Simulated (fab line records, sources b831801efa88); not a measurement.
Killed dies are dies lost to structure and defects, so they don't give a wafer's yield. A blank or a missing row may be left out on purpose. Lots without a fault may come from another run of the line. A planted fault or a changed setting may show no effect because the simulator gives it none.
Which tool did it? | flow gf180mcu | 12 lots, 36 wafers sampled, at 5 steps of a route of 602

WHAT THE GAUGES READ, wafer by wafer
GF_V5_RS_MEAS_24: measures by four-point-probe.
lot  | measured     | on            | V5_W_RS (ohm/sq)
L814 | day 28 00:20 | film_metro-02 | 0.333 0.331 0.330
L816 | day 28 22:27 | film_metro-03 | 0.320 0.323 0.321
L817 | day 29 13:31 | film_metro-04 | 0.332 0.333 0.333
L818 | day 29 17:01 | film_metro-02 | 0.331 0.329 0.332
L820 | day 30 05:40 | film_metro-04 | 0.318 0.320 0.321
L822 | day 30 10:35 | film_metro-04 | 0.333 0.328 0.327
L823 | day 31 09:10 | film_metro-03 | 0.323 0.327 0.321
L825 | day 31 16:10 | film_metro-04 | 0.322 0.319 0.319
L826 | day 31 16:37 | film_metro-04 | 0.335 0.330 0.330
L828 | day 32 07:46 | film_metro-02 | 0.335 0.333 0.331
L834 | day 33 19:34 | film_metro-04 | 0.326 0.325 0.321
L835 | day 34 08:40 | film_metro-03 | 0.330 0.321 0.321

GF_PASSIVATION_THK_MEAS_03.
lot  | measured     | on            | PASSIVATION_CVD_02_THK (nm)
L814 | day 28 22:04 | film_metro-03 | 697 688 700
L816 | day 29 19:48 | film_metro-01 | 701 701 710
L817 | day 30 09:48 | film_metro-03 | 699 700 699
L818 | day 30 13:36 | film_metro-01 | 699 703 712
L820 | day 31 02:17 | film_metro-01 | 695 700 712
L822 | day 31 06:20 | film_metro-03 | 712 718 716
L823 | day 32 04:46 | film_metro-01 | 697 691 709
L825 | day 32 11:39 | film_metro-03 | 687 696 702
L826 | day 32 11:44 | film_metro-02 | 691 686 713
L828 | day 33 02:28 | film_metro-01 | 706 711 709
L834 | day 34 13:44 | film_metro-02 | 692 842 857
L835 | day 35 00:49 | film_metro-01 | 705 848 705

WHICH TOOL RAN EACH LOT (tool, then ch and the chambers of the sampled wafers, then the start)
lot  | GF_V5_SPUTTER_21             | GF_TOP_METAL_SPUTTER_00      | GF_PASSIVATION_CVD_02
L814 | pvd_sputter-01, day 28 00:06 | pvd_sputter-04, day 28 00:47 | pecvd-01 ch 0,1,2, day 28 21:46
L816 | pvd_sputter-03, day 28 22:14 | pvd_sputter-02, day 28 23:07 | pecvd-04 ch 0,1, day 29 19:31
L817 | pvd_sputter-01, day 29 13:19 | pvd_sputter-02, day 29 14:00 | pecvd-03 ch 0,1,2, day 30 09:31
L818 | pvd_sputter-01, day 29 16:48 | pvd_sputter-04, day 29 17:29 | pecvd-04 ch 0,1, day 30 13:19
L820 | pvd_sputter-03, day 30 05:26 | pvd_sputter-02, day 30 06:08 | pecvd-04 ch 0,2, day 31 01:59
L822 | pvd_sputter-01, day 30 10:19 | pvd_sputter-03, day 30 11:05 | pecvd-04 ch 1,2, day 31 06:02
L823 | pvd_sputter-01, day 31 08:56 | pvd_sputter-02, day 31 09:38 | pecvd-03 ch 0,1,2, day 32 04:28
L825 | pvd_sputter-01, day 31 15:58 | pvd_sputter-04, day 31 16:48 | pecvd-03 ch 1,2, day 32 11:22
L826 | pvd_sputter-01, day 31 16:23 | pvd_sputter-04, day 31 17:13 | pecvd-01 ch 0,1,2, day 32 11:26
L828 | pvd_sputter-03, day 32 07:34 | pvd_sputter-04, day 32 08:15 | pecvd-03 ch 0,2, day 33 02:11
L834 | pvd_sputter-04, day 33 19:20 | pvd_sputter-04, day 33 20:01 | pecvd-01 ch 0,2, day 34 13:26
L835 | pvd_sputter-03, day 34 08:27 | pvd_sputter-02, day 34 09:08 | pecvd-01 ch 0,1,2, day 35 00:32
- GF_V5_SPUTTER_21: material Ti, target thk 15 nm, time 82.66 s.
- GF_TOP_METAL_SPUTTER_00: material Ti, target thk 37.5 nm, time 150 s.
- GF_PASSIVATION_CVD_02: deposits Si3N4, target thk 700 nm, time 486.18 s.

WHAT THE TOOLS THEMSELVES READ (means of the sampled wafers that have a number; where no wafer has one, the mark that the record gives instead)
GF_V5_SPUTTER_21.
lot  | tool           | cathode_dc_power_W (W) | throttle_valve_pct (%)
L814 | pvd_sputter-01 | 2499.9                 | 29.1
L816 | pvd_sputter-03 | 2499.8                 | 30.5
L817 | pvd_sputter-01 | 2499.9                 | 28.6
L818 | pvd_sputter-01 | 2499.8                 | 28.0
L820 | pvd_sputter-03 | 2499.9                 | 30.5
L822 | pvd_sputter-01 | 2500.0                 | 29.6
L823 | pvd_sputter-01 | 2500.4                 | 28.0
L825 | pvd_sputter-01 | 2500.2                 | 30.2
L826 | pvd_sputter-01 | 2499.6                 | 30.3
L828 | pvd_sputter-03 | 2500.0                 | 30.8
L834 | pvd_sputter-04 | 2499.9                 | 29.8
L835 | pvd_sputter-03 | 2499.7                 | 30.8

GF_TOP_METAL_SPUTTER_00.
lot  | tool           | cathode_dc_power_W (W) | throttle_valve_pct (%)
L814 | pvd_sputter-04 | 4000.2                 | 31.6
L816 | pvd_sputter-02 | 3999.5                 | 29.8
L817 | pvd_sputter-02 | 4000.7                 | 30.4
L818 | pvd_sputter-04 | 4000.7                 | 32.0
L820 | pvd_sputter-02 | 3999.6                 | 29.3
L822 | pvd_sputter-03 | 4000.1                 | 30.7
L823 | pvd_sputter-02 | 4000.3                 | 29.3
L825 | pvd_sputter-04 | 4000.2                 | 31.5
L826 | pvd_sputter-04 | 3999.5                 | 31.5
L828 | pvd_sputter-04 | 3999.4                 | 30.1
L834 | pvd_sputter-04 | 3999.5                 | 29.2
L835 | pvd_sputter-02 | 3999.6                 | 29.9

GF_PASSIVATION_CVD_02.
lot  | tool     | heater_power_w (W)
L814 | pecvd-01 | 765
L816 | pecvd-04 | 643
L817 | pecvd-03 | 697
L818 | pecvd-04 | 673
L820 | pecvd-04 | 773
L822 | pecvd-04 | 693
L823 | pecvd-03 | 640
L825 | pecvd-03 | 714
L826 | pecvd-01 | 697
L828 | pecvd-03 | 659
L834 | pecvd-01 | 687
L835 | pecvd-01 | 753

THE ANSWER, worked out from the rows above alone
Rule: what is usual is taken from the lots themselves. Put in order of their means at a reading, lots are off if they are a third of the lots or fewer, leave a main group of 4 or more, and stand apart from it by a gap of 3 or more times the standard deviation of the main group's means; of several such gaps the widest counts. A main group whose means are all the same, to the digits that the tables above print for the reading, isn't used. A lot without any number at a reading at which 4 lots or more have one is off too. The other lots that the step has rows for count as sound. The gauges are gone through in route order, then the tools' own readings, and for those a lot's mean is taken as printed above. The first step at which some lot is off is used, and at that step the reading that is off furthest; a lot without a number counts as furthest.
Off: L834, L835, at GF_PASSIVATION_THK_MEAS_03 (PASSIVATION_CVD_02_THK). The main group: mean 702 nm, standard deviation 6.1.
A tool fits if, at a process step before that reading, it ran every lot that is off, and no sound lot after the first of them. The gauges at GF_PASSIVATION_THK_MEAS_03 are tried like those tools. One fits: pecvd-01 at GF_PASSIVATION_CVD_02. Its last sound lot is L826 (day 32 11:26), its first lot that is off L834 (day 34 13:26): a fault that began between those two fits.

WHAT THE SIMULATOR HAD PUT IN
Process parameter drift: pecvd-01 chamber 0, from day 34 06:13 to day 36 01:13, at GF_PASSIVATION_CVD_02. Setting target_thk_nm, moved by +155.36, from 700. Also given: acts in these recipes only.
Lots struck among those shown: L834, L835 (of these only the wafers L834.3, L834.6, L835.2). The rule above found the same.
